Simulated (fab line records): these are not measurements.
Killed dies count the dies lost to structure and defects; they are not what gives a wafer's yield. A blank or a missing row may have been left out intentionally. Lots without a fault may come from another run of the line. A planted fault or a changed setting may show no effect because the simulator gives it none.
Comparing a struck lot with a sound one ; flow sky130 ; 15 steps out of a route of 708
Sound: the wafers L960.1, L960.2, L960.6. Wafers struck: L955.3, L955.5, L955.6. The cause is given at the end.
Order at every step that has rows: each side's tool, ch and its chambers, its first start. Under that, the readings that differ: sound wafers ; struck wafers ; difference of the means ; sigmas: that difference in standard deviations of wafers without a fault.
alike: readings whose means differ by less than 2 such deviations, and words and numbers that are the same on both sides. not compared: withheld readings, readings that some wafer has no value for, bounds like >300 that may hide the same value, and numbers for which the record gives no deviation and whose values overlap.
Wherever a step has rows on one side only, a row that says differs or no value, or a row with sigmas, the two part there. Numbers that have no deviation but don't overlap get no sigmas and don't part them. A reading that every wafer of one side lacks parts them only if that side has two wafers or more.

first, 4 steps without rows for these wafers: SKY_LI_CONTACT_SOFTBAKE_08 (time 90 s); SKY_LI_CONTACT_EXPOSE_09 (exposes mask LICM1, target cd 170 nm); SKY_LI_CONTACT_PEB_10; SKY_LI_CONTACT_DEVELOP_11 (develop time 60 s).
SKY_LI_CONTACT_CD_MEAS_12: target cd 170 nm.
  struck on cd-sem-02, day 34 09:23; sound on cd-sem-01, day 36 04:01
  alike: cd-nm
SKY_LI_CONTACT_OVL_MEAS_13:
  struck on overlay-02, day 34 09:29; sound on overlay-01, day 36 04:08
  alike: LI_CONTACT_OVL
SKY_LI_CONTACT_ETCH_14: etches BARC in N2/H2, stops on SiO2, time 45.9 s, target depth 60 nm.
  sound on rie-diel-02 ch 0,2, day 36 04:10; struck on rie-diel-04 ch 0,1, day 34 09:31
  alike: chamber-pressure-mTorr, drypump-motor-current-A, oes-product-au, throttle-valve-pct
  not compared: rf-hours-counter-h
SKY_LI_CONTACT_ETCH_15: etches PSG in C4F8/O2/Ar, stops on Si, target depth 600 nm.
  sound on rie-diel-02 ch 0,2, day 36 04:13; struck on rie-diel-04 ch 0,1, day 34 09:33
  alike: chamber-pressure-mTorr, oes-product-au
SKY_LI_CONTACT_STRIP_16: strips in O2/N2.
  sound on plasma-asher-01 ch 0,1, day 36 04:17; struck on plasma-asher-01 ch 0,1, day 34 09:40
  alike: chamber-pressure-mTorr, drypump-motor-current-A, oes-product-au, strip-time-to-endpoint-s
  not compared: rf-hours-counter-h
then, 2 steps without rows for these wafers: SKY_LI_CONTACT_CLEAN_17 (cleans in NMP, time 600 s); SKY_LI_CONTACT_PRE_CLEAN_18 (time 5.6 s).
SKY_LI_CONTACT_SPUTTER_19: material Ti, target thk 20 nm, time 106.37 s.
  struck on pvd-sputter-02, day 34 09:56; sound on pvd-sputter-03, day 36 04:35
  alike: cathode-dc-power-W, chamber-pressure-pa, throttle-valve-pct
SKY_LI_CONTACT_SPUTTER_20: material TiN, target thk 20 nm, time 80 s.
  struck on pvd-sputter-02, day 34 10:01; sound on pvd-sputter-03, day 36 04:40
  no value came back on the struck wafers for cathode-dc-power-W (W), chamber-pressure-pa (Pa), throttle-valve-pct (%); on the sound wafers cathode-dc-power-W (W) reads 3999.9 4000.7 4001.1
SKY_LI_CONTACT_CVD_21: deposits W, target thk 400 nm, time 120.56 s.
  sound on cvd-w-02 ch 0,1, day 36 04:43; struck on cvd-w-01 ch 0,1, day 34 10:07
  alike: heater-power-w
-- here the record skips 15 days between the struck wafers' starts before and after, leaving off in module LI_CONTACT and picking up in module PAD_OPEN (first step shown: number 708 of the route) --
SKY_PAD_OPEN_PROBE_99:
  struck on prober-01, day 49 14:58; sound on prober-02, day 50 19:38
reading;sound;struck;difference;sigmas
hold;- - -;await-dispo/2.5h/scrap await-dispo/2.5h/scrap await-dispo/2.5h/scrap;no value on the sound wafers;
killed-at-contacts;18 15 15;432 423 427;+411;+73
killed-dies;86 76 89;492 492 492;+408;+44
killed-on-rim;13 17 16;96 96 96;+81;+22
  alike: killed_at_M0_to_M3, killed_at_M4_up, killed-at-front-end, killed-at-other, killed-open, killed-short

## WHERE THEY PART
Last at SKY_PAD_OPEN_PROBE_99 as far as this record goes, first at SKY_LI_CONTACT_SPUTTER_20.

WHY: whatever the simulator had introduced
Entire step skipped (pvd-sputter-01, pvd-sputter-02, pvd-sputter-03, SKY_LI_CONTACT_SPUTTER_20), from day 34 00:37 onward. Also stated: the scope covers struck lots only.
